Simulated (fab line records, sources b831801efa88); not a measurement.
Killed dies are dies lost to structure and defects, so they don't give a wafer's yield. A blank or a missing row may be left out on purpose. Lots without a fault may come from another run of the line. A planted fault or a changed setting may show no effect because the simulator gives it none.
Which tool did it? | flow sky130 | 11 lots, 33 wafers sampled, at 4 steps of a route of 708

WHAT THE GAUGES READ, wafer by wafer
SKY_VIA2_BOW_MEAS_03. Usual: VIA2_BOW 87 um, standard deviation 8.1.
lot  | measured     | on            | VIA2_BOW (um) | flag
L817 | day 35 13:20 | film_metro-02 | 93 91 84      |
L818 | day 35 20:23 | film_metro-03 | 89 83 84      |
L819 | day 35 23:27 | film_metro-03 | 77 88 89      |
L820 | day 36 06:26 | film_metro-03 | 71 86 92      |
L824 | day 37 14:08 | film_metro-04 | 83 90 88      |
L825 | day 37 18:37 | film_metro-04 | 86 89 82      |
L835 | day 40 22:20 | film_metro-04 | 82 78 92      |
L836 | day 40 23:19 | film_metro-02 | 91 85 91      |
L837 | day 41 11:17 | film_metro-04 | 87 94 105     |
L838 | day 41 16:08 | film_metro-02 | 81 85 89      |
L839 | day 41 16:52 | film_metro-02 | 89 80 82      |

WHICH TOOL RAN EACH LOT (tool, then ch and the chambers of the sampled wafers, then the start)
lot  | SKY_METAL1_DESCUM_17              | SKY_VIA1_ETCH_15                   | SKY_VIA2_CMP_02
L817 | rie_metal-02 ch 1, day 33 03:24   | rie_diel-04 ch 2,3, day 34 08:08   | cmp-02 ch 1,2, day 35 13:01
L818 | rie_metal-03 ch 1, day 33 09:44   | rie_diel-04 ch 2,3, day 34 14:28   | cmp-02 ch 0,1,2, day 35 20:08
L819 | rie_metal-03 ch 0,1, day 33 13:46 | rie_diel-04 ch 1,2,3, day 34 18:07 | cmp-02 ch 0,2,3, day 35 23:12
L820 | rie_metal-03 ch 0,1, day 33 21:01 | rie_diel-01 ch 1,2, day 35 00:58   | cmp-01 ch 0,2,3, day 36 06:08
L824 | rie_metal-03 ch 0,1, day 35 04:31 | rie_diel-04 ch 0,1,2, day 36 08:40 | cmp-02 ch 1,3, day 37 13:52
L825 | rie_metal-02 ch 0, day 35 09:24   | rie_diel-01 ch 0,2, day 36 13:10   | cmp-02 ch 1,2,3, day 37 18:19
L835 | rie_metal-04 ch 0,1, day 38 16:43 | rie_diel-03 ch 0,3, day 39 18:55   | cmp-02 ch 0,2,3, day 40 22:02
L836 | rie_metal-02 ch 0, day 38 17:25   | rie_diel-01 ch 0,1,3, day 39 20:10 | cmp-01 ch 2,3, day 40 23:04
L837 | rie_metal-03 ch 0,1, day 39 06:57 | rie_diel-04 ch 0,3, day 40 08:49   | cmp-02 ch 0,1, day 41 11:02
L838 | rie_metal-04 ch 0,1, day 39 12:08 | rie_diel-01 ch 0,1,2, day 40 13:46 | cmp-01 ch 1,2, day 41 15:49
L839 | rie_metal-02 ch 0,1, day 39 12:29 | rie_diel-03 ch 1,2,3, day 40 14:13 | cmp-02 ch 1,2,3, day 41 16:32
- SKY_METAL1_DESCUM_17: chemistry O2, time 8 s.
- SKY_VIA1_ETCH_15: etches SiO2 in C4F8/O2/Ar, stops on TiN, target depth 351 nm, time 54 s.
- SKY_VIA2_CMP_02: polishes SiO2.

WHAT THE TOOLS THEMSELVES READ (means of the sampled wafers that have a number; where no wafer has one, the mark that the record gives instead)
SKY_METAL1_DESCUM_17. Usual: drypump_motor_current_A 5.7 A, standard deviation 0.49; oes_product_au 1.003 a.u., standard deviation 0.0066; rf_fwd_power_W 147.1 W, standard deviation 0.77.
lot  | tool         | drypump_motor_current_A (A) | oes_product_au (a.u.) | rf_fwd_power_W (W) | flag
L817 | rie_metal-02 | 6.2                         | 1.006                 | 147.1              |
L818 | rie_metal-03 | 5.5                         | 1.001                 | 146.3              |
L819 | rie_metal-03 | 5.1                         | 1.016                 | 146.6              |
L820 | rie_metal-03 | 5.1                         | 1.012                 | 146.6              |
L824 | rie_metal-03 | 5.3                         | 1.005                 | 146.4              |
L825 | rie_metal-02 | 5.8                         | 1.003                 | 147.4              |
L835 | rie_metal-04 | 6.1                         | 0.997                 | 146.7              |
L836 | rie_metal-02 | 5.8                         | 1.007                 | 148.0              |
L837 | rie_metal-03 | 5.3                         | 0.997                 | 146.5              |
L838 | rie_metal-04 | 5.8                         | 0.996                 | 147.3              |
L839 | rie_metal-02 | 5.9                         | 1.001                 | 148.2              |

SKY_VIA1_ETCH_15. Usual: bias_w 1200 W, standard deviation 3.6; oes_product_au 0.981 a.u., standard deviation 0.0056; rf_fwd_power_W 1487 W, standard deviation 6.9.
lot  | tool        | bias_w (W) | oes_product_au (a.u.) | rf_fwd_power_W (W) | flag
L817 | rie_diel-04 | 1205       | 0.986                 | 1492               |
L818 | rie_diel-04 | 1201       | 0.982                 | 1491               |
L819 | rie_diel-04 | 1201       | 0.978                 | 1491               |
L820 | rie_diel-01 | 1197       | 0.978                 | 1479               |
L824 | rie_diel-04 | 1197       | 0.979                 | 1489               |
L825 | rie_diel-01 | 1199       | 0.976                 | 1479               |
L835 | rie_diel-03 | 1202       | 0.983                 | 1483               |
L836 | rie_diel-01 | 1202       | 0.984                 | 1485               |
L837 | rie_diel-04 | 1202       | 0.982                 | 1487               |
L838 | rie_diel-01 | 1196       | 0.976                 | 1485               |
L839 | rie_diel-03 | 1196       | 0.978                 | 1487               |

SKY_VIA2_CMP_02. Usual: motor_current_A 12.5 A, standard deviation 1.3.
lot  | tool   | motor_current_A (A) | flag
L817 | cmp-02 | 13.2                |
L818 | cmp-02 | 13.7                |
L819 | cmp-02 | 12.2                |
L820 | cmp-01 | 11.7                |
L824 | cmp-02 | 13.8                |
L825 | cmp-02 | 13.3                |
L835 | cmp-02 | 12.5                |
L836 | cmp-01 | 11.9                |
L837 | cmp-02 | 14.0                |
L838 | cmp-01 | 10.9                |
L839 | cmp-02 | 13.2                |

THE ANSWER, worked out from the rows above alone
Rule: a lot is off if the mean of its wafers that have a number lies more than 3 standard deviations from the usual mean. A lot without any number at a reading at which 4 lots or more have one is off too. The other lots that the step has rows for count as sound. The gauges are gone through in route order, then the tools' own readings, and for those a lot's mean is taken as printed above. The first step at which some lot is off is used, and at that step the reading that is off furthest; a lot without a number counts as furthest.
No lot is off at any reading shown: from this, nothing can be told.

WHAT THE SIMULATOR HAD PUT IN
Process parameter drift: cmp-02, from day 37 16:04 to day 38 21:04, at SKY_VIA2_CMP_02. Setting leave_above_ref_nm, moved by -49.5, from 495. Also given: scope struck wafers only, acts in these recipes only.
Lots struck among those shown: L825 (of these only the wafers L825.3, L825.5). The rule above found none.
